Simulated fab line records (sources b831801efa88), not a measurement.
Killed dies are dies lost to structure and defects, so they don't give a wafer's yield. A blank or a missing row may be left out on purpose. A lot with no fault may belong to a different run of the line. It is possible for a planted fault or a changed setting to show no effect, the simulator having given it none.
Chamber matching || flow gf180mcu || GF_V4_CVD_00 on hdpcvd-02: 3 sister chambers
The step deposits SiO2, target thk 600 nm, time 100 s. 17 wafers are shown with their chamber, then 8 later ones without.

## WAFERS WITH THEIR CHAMBER
{"wafer": "L228.4", "chamber": 0, "sih4FlowSccm (sccm)": 60.01}
{"wafer": "L228.5", "chamber": 1, "sih4FlowSccm (sccm)": 60.02}
{"wafer": "L228.6", "chamber": 2, "sih4FlowSccm (sccm)": 60.28}
{"wafer": "L232.2", "chamber": 2, "sih4FlowSccm (sccm)": 60.03}
{"wafer": "L232.3", "chamber": 0, "sih4FlowSccm (sccm)": 59.95}
{"wafer": "L232.6", "chamber": 2, "sih4FlowSccm (sccm)": 59.90}
{"wafer": "L233.2", "chamber": 0, "sih4FlowSccm (sccm)": 59.99}
{"wafer": "L233.4", "chamber": 1, "sih4FlowSccm (sccm)": 60.15}
{"wafer": "L233.6", "chamber": 2, "sih4FlowSccm (sccm)": 60.25}
{"wafer": "L236.2", "chamber": 2, "sih4FlowSccm (sccm)": 59.84}
{"wafer": "L236.3", "chamber": 1, "sih4FlowSccm (sccm)": 59.88}
{"wafer": "L236.5", "chamber": 0, "sih4FlowSccm (sccm)": 60.00}
{"wafer": "L238.3", "chamber": 0, "sih4FlowSccm (sccm)": 60.31}
{"wafer": "L238.6", "chamber": 1, "sih4FlowSccm (sccm)": 60.26}
{"wafer": "L239.1", "chamber": 0, "sih4FlowSccm (sccm)": 59.90}
{"wafer": "L239.3", "chamber": 1, "sih4FlowSccm (sccm)": 59.85}
{"wafer": "L248.1", "chamber": 1, "sih4FlowSccm (sccm)": 59.87}

SIGNATURES, as means of the wafers listed above
{"reading": "sih4FlowSccm", "chamber 0": 60.0267, "chamber 1": 60.0050, "chamber 2": 60.0600, "scatter within a chamber": 0.171}
Rule: a wafer's distance from a chamber is the root of the sum, over the readings, of the square of ((its reading less the chamber's mean) divided by the reading's scatter). If the next closest chamber is less than 2 further off than the closest, the wafer can't be placed; otherwise it belongs to the closest. How the scatter is found: for the shown wafers, subtract from each reading the mean of its chamber, square and add these, divide the total by (wafers less chambers), then take the root.

## WAFERS WITHOUT THEIR CHAMBER
{"wafer": "L248.2", "sih4FlowSccm (sccm)": 60.21}
{"wafer": "L248.6", "sih4FlowSccm (sccm)": 60.23}
{"wafer": "L250.3", "sih4FlowSccm (sccm)": 60.40}
{"wafer": "L250.5", "sih4FlowSccm (sccm)": 59.69}
{"wafer": "L250.6", "sih4FlowSccm (sccm)": 60.11}
{"wafer": "L251.1", "sih4FlowSccm (sccm)": 60.13}
{"wafer": "L251.4", "sih4FlowSccm (sccm)": 60.00}
{"wafer": "L251.5", "sih4FlowSccm (sccm)": 60.31}

## EACH ONE'S CHAMBER
{"wafer": "L248.2", "from the rows above": "can't be placed: 2 or 0 or 1", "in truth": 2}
{"wafer": "L248.6", "from the rows above": "can't be placed: 2 or 0 or 1", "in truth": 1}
{"wafer": "L250.3", "from the rows above": "can't be placed: 2 or 0 or 1", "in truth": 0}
{"wafer": "L250.5", "from the rows above": "can't be placed: 1 or 0 or 2", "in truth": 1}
{"wafer": "L250.6", "from the rows above": "can't be placed: 2 or 0 or 1", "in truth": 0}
{"wafer": "L251.1", "from the rows above": "can't be placed: 2 or 0 or 1", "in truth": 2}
{"wafer": "L251.4", "from the rows above": "can't be placed: 1 or 0 or 2", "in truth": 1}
{"wafer": "L251.5", "from the rows above": "can't be placed: 2 or 0 or 1", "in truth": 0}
Correctly placed: 0 of 8. Cannot be placed on the basis of these rows: 8; the candidates contain the true chamber in 8. Number placed wrongly: 0.
